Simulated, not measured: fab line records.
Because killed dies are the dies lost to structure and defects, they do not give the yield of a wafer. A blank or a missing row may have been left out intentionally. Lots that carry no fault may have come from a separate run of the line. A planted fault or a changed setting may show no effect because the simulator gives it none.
Matching of chambers | flow gf180mcu | GF_CONTACT_CVD_02 on pecvd-04 has 3 sister chambers
The step deposits SiO2 from TEOS, target thk 860 nm, time 95.992 s. 3 wafers are shown with their chamber, then 7 later ones without.

== WAFERS PAIRED WITH THEIR CHAMBERS ==
wafer  | chamber | heater_power_w (W)
L619.3 | 1       | 689
L625.1 | 0       | 611
L625.5 | 2       | 482

== WAFERS MISSING THEIR CHAMBER ==
wafer  | heater_power_w (W)
L625.6 | 666
L629.1 | 521
L629.2 | 556
L629.4 | 620
L631.2 | 617
L631.3 | 566
L631.6 | 578

== WHICH CHAMBER EACH ONE RAN IN ==
wafer  | from the rows above     | in truth
L625.6 | can't be placed: 1 or 0 | 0
L629.1 | can't be placed: 2 or 0 | 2
L629.2 | can't be placed: 0 or 2 | 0
L629.4 | can't be placed: 0 or 1 | 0
L631.2 | can't be placed: 0 or 1 | 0
L631.3 | can't be placed: 0 or 2 | 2
L631.6 | can't be placed: 0 or 2 | 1
Correctly placed: 0 of 7. Cannot be placed on the basis of these rows: 7; the candidates contain the true chamber in 6. Placed wrongly: 0.
How it was worked out, from the rows above alone: a wafer's distance from a chamber is the root of the sum, over the readings, of the square of ((its reading less the chamber's mean) divided by the reading's scatter). If the next closest chamber is less than 2 further off than the closest, the wafer can't be placed; otherwise it belongs to the closest. For every chamber, the mean is computed from those of its wafers that are shown. The scatter: with one shown wafer a chamber, the root of the mean of the squares of how far each hidden wafer lies from its nearest shown one.
